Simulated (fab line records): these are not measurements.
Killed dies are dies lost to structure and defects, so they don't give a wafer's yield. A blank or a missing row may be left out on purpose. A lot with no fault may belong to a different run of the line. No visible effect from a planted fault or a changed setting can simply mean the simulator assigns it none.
A struck lot beside a sound one | flow sky130 | 17 out of 708 route steps
Sound: these wafers, L438.1, L438.2, L438.6. Struck: wafers L433.2, L433.5, L433.6. The cause is named last.
Per side, at each step with rows, come the tool, then ch with its chambers, and then its first start. Under that, the readings that differ: sound wafers | struck wafers | difference of the means | sigmas: that difference in standard deviations of wafers without a fault.
alike: words and numbers the same on both sides, and readings whose means are apart by under 2 such deviations; not compared: readings that were withheld, readings missing a value for some wafer, numbers with overlapping values and no deviation given by the record, and bounds like >300 which may hide the same value.
A row with sigmas, a row that says differs or no value, or rows on one side alone: a step with any of these is where the two part. Numbers that have no deviation but don't overlap get no sigmas and don't part them. A reading that every wafer of one side lacks parts them only if that side has two wafers or more.

first, 1 step without rows for these wafers: SKY_VT_ADJUST_LVTN_IMPLANT_19.
SKY_VT_ADJUST_LVTN_STRIP_20: strips in O2/N2.
  sound on plasma asher-03 ch 0,1, day 13 14:42; struck on plasma asher-03 ch 0,1, day 12 07:37
  alike: drypump motor current A, o2 flow sccm, oes product au, strip time to endpoint s
  not compared: rf hours counter h
SKY_VT_ADJUST_LVTN_TW_MEAS_21:
  sound on film metro-03 at day 13 14:48; struck on film metro-01 at day 12 07:43
  reading             | sound             | struck            | difference | sigmas
  VT_ADJUST_LVTN_2_TW | 191.2 190.8 191.4 | 186.1 186.1 185.7 | -5.2       | -3
then, 7 steps without rows for these wafers: SKY_VT_ADJUST_NCORE_DEHYDRATE_00 (time 60 s); SKY_VT_ADJUST_NCORE_HMDS_01 (prime time 60 s); SKY_VT_ADJUST_NCORE_COAT_02 (resist thk 1140 nm); SKY_VT_ADJUST_NCORE_SOFTBAKE_03 (time 60 s); SKY_VT_ADJUST_NCORE_EXPOSE_04 (exposes mask LVTN COMPLEMENT THIN, target cd 380 nm); SKY_VT_ADJUST_NCORE_PEB_05; SKY_VT_ADJUST_NCORE_DEVELOP_06 (develop time 60 s).
SKY_VT_ADJUST_NCORE_CD_MEAS_07: target cd 380 nm.
  sound on cd sem-02 at day 14 16:31; struck on cd sem-01 at day 13 08:35
  alike: cd nm
SKY_VT_ADJUST_NCORE_OVL_MEAS_08:
  sound on overlay-02 at day 14 16:38; struck on overlay-01 at day 13 08:41
  alike: VT_ADJUST_NCORE_OVL
SKY_VT_ADJUST_NCORE_IMPLANT_09:
  sound on implanter-01 ch 0, day 14 16:40; struck on implanter-02 ch 0, day 13 08:44
  reading                          | sound                      | struck                        | difference | sigmas
  beam on s (s)                    | 9.85 9.87 9.99             | 11.41 11.43 11.35             | +1.49      | +8
  end station pressure torr (Torr) | 4.88e-06 4.88e-06 5.44e-06 | 7.155e-05 7.296e-05 6.531e-05 | +6.487e-05 | +99 or more
  faraday current uA               | 13.71 13.71 13.51          | 11.55 11.52 11.68             | -2.06      | -8
SKY_VT_ADJUST_NCORE_STRIP_10: strips in O2/N2.
  sound on plasma asher-01 ch 0,1, day 14 16:49; struck on plasma asher-01 ch 0,1, day 13 08:52
  alike: drypump motor current A, o2 flow sccm, oes product au, strip time to endpoint s
  not compared: rf hours counter h
SKY_VT_ADJUST_NCORE_TW_MEAS_11:
  sound on film metro-02 at day 14 16:55; struck on film metro-03 at day 13 08:58
  reading            | sound             | struck            | difference | sigmas
  VT_ADJUST_NCORE_TW | 220.5 220.8 219.3 | 229.3 229.1 228.7 | +8.8       | +6
then, 1 step without rows for these wafers: SKY_VT_ADJUST_HVTR_DEHYDRATE_00 (time 60 s).
-- here the record skips 36 days between the struck wafers' starts before and after, leaving off in module VT_ADJUST_HVTR and picking up in module PAD_OPEN (first step shown: number 708 of the route) --
SKY_PAD_OPEN_PROBE_99:
  sound on prober-01 at day 50 15:04; struck on prober-02 at day 49 17:44
  reading                                    | sound                   | struck                 | difference | sigmas
  model.etest.pfet g5v0d10v5.r on ohm um     | 4794 4799 4749          | 4599 4593 4590         | -187       |
  model.etest.res pwell under gate.rs ohm sq | 2263 2261 2260          | 2244 2246 2252         | -14        |
  model.etest.pfet g5v0d10v5.drive ua um     | 336.9 334.6 337.6       | 357.6 357.4 357.6      | +21.2      |
  model.etest.pfet_16v.drive ua um           | 233.5 234.8 238.4       | 250.3 260.7 251.4      | +18.6      |
  model.etest.pfet g5v0d10v5.off log10 a um  | -12.64 -12.54 -12.58    | -10.93 -11.49 -11.23   | +1.37      |
  model.etest.pfet g5v0d10v5.vt sat v (V)    | -0.6401 -0.6359 -0.6421 | -0.476 -0.5338 -0.5103 | +0.133     |
  alike: killed_at_M0_to_M3, killed_at_M4_up, killed at contacts, killed at front end, killed at other, killed dies, killed open, killed short
  not compared: model.etest.nfet_16v.r on ohm um, model.etest.nfet_16v.drive ua um

== WHERE THEY PART ==
Last at SKY_VT_ADJUST_NCORE_TW_MEAS_11 as far as this record goes, first at SKY_VT_ADJUST_LVTN_TW_MEAS_21. Later steps at which nothing parts them and some readings are alike: SKY_PAD_OPEN_PROBE_99.

WHY: what had been put in by the simulator
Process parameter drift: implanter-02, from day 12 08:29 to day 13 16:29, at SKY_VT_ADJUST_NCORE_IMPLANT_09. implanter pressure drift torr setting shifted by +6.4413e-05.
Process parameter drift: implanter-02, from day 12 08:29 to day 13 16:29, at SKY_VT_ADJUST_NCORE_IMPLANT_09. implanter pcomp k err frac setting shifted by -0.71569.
